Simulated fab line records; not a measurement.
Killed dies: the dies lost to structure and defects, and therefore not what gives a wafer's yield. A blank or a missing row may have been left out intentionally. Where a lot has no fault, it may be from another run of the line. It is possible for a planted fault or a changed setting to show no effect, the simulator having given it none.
2 desks looking at one fault | flow gf180mcu | each desk has only its own numbers; what lay behind them comes last

== THE METROLOGY DESK ==
Means of the sampled wafers that have a number, per lot and without regard to the tool the lot ran on: this is what the gauges read. Any lot whose mean is over 4 standard deviations away from the usual mean is out of limits and marked OUT; that distance is given in the brackets.
Columns: A = HV_LDD_3_TW at GF_HV_LDD_TW_MEAS_38, usual 1438; B = cd-nm at GF_HV_LDD_CD_MEAS_46, usual 400.5 nm
lot  | first seen here | A    | B
L335 | day 11 21:02    | 1456 | 400.8
L338 | day 12 23:30    | 1446 | 397.3
L339 | day 13 06:34    | 1436 | 399.1
L340 | day 13 16:52    | 1435 | 400.0
L342 | day 14 10:00    | 1425 | 401.0
L343 | day 14 18:33    | 1438 | 398.1
L345 | day 15 06:56    | 1449 | 400.1
L350 | day 16 19:49    | 1438 | 402.6
L352 | day 17 08:42    | 1453 | 397.9
L353 | day 17 19:42    | 1445 | 399.2
L354 | day 18 07:32    | 1420 | 400.6
L356 | day 18 16:28    | 1456 | 400.6
L357 | day 19 02:44    | 1446 | 399.4
Finding of this desk: none of the 13 lots has anything out of limits.

== TOOL OWNER'S DESK, furnace-01 ==
The tool's own readings at GF_DUAL_GATE_OXIDATION_02 (stabilise 600 s, purge 300 s, target thk 10.887 nm): means of the sampled wafers that have a number, for each lot that ran on this tool. Any lot whose mean is over 4 standard deviations away from the usual mean is out of limits and marked OUT; that distance is given in the brackets.
Columns: A = spike-tc-bottom-C at GF_DUAL_GATE_OXIDATION_02, usual 919.2 C; B = spike-tc-lower-C at GF_DUAL_GATE_OXIDATION_02, usual 899.8 C; C = spike-tc-top-C at GF_DUAL_GATE_OXIDATION_02, usual 908.3 C; D = spike-tc-upper-C at GF_DUAL_GATE_OXIDATION_02, usual 901.0 C; E = tube-center-temp-C at GF_DUAL_GATE_OXIDATION_02, usual 900 C; F = tube_center_temp_C_max at GF_DUAL_GATE_OXIDATION_02, usual 902.3
lot  | first seen here | A     | B                | C     | D                | E             | F
L335 | day 7 21:51     | 918.4 | 899.0            | 908.6 | 901.8            | 900           | 902.2
L338 | day 8 20:27     | 919.9 | 900.4            | 908.7 | 899.5            | 900           | 902.4
L339 | day 9 01:40     | 918.1 | 899.4            | 908.2 | 900.5            | 900           | 902.4
L340 | day 9 11:04     | 916.5 | 896.6            | 905.3 | 896.8 (-4.2) OUT | 897 (-42) OUT | 898.9 (-8.8) OUT
L342 | day 10 00:47    | 915.3 | 895.4 (-4.5) OUT | 906.5 | 898.0            | 897 (-43) OUT | 898.6 (-9.4) OUT
L352 | day 12 14:19    | 920.0 | 898.9            | 909.3 | 900.5            | 900           | 902.2
L356 | day 13 18:31    | 919.8 | 899.5            | 908.6 | 901.2            | 900           | 902.4
L357 | day 14 03:08    | 919.7 | 900.0            | 908.3 | 901.2            | 900           | 902.7
Finding of this desk: L340, L342 out of limits; the first was L340 at day 9 11:04, on spike-tc-upper-C at GF_DUAL_GATE_OXIDATION_02. L335, L338, L339, L352, L356, L357: within limits.

== TAKEN TOGETHER ==
On L340, L342, at day 9 11:04, an alarm was possible from the tool owner's desk.
From the metrology desk's view, nothing was out of limits.
The metrology desk has L340, L342 on record, within its limits.
The lots listed all ran GF_DUAL_GATE_OXIDATION_02 on furnace-01.

== WHAT THE SIMULATOR PUT IN ==
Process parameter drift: furnace-01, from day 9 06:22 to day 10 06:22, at GF_DUAL_GATE_OXIDATION_02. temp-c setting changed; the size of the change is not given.
Shown lots that were struck: L340, L342.
Delay in hours, fault start to first out-of-limits reading, by desk: the tool owner's desk at 5.
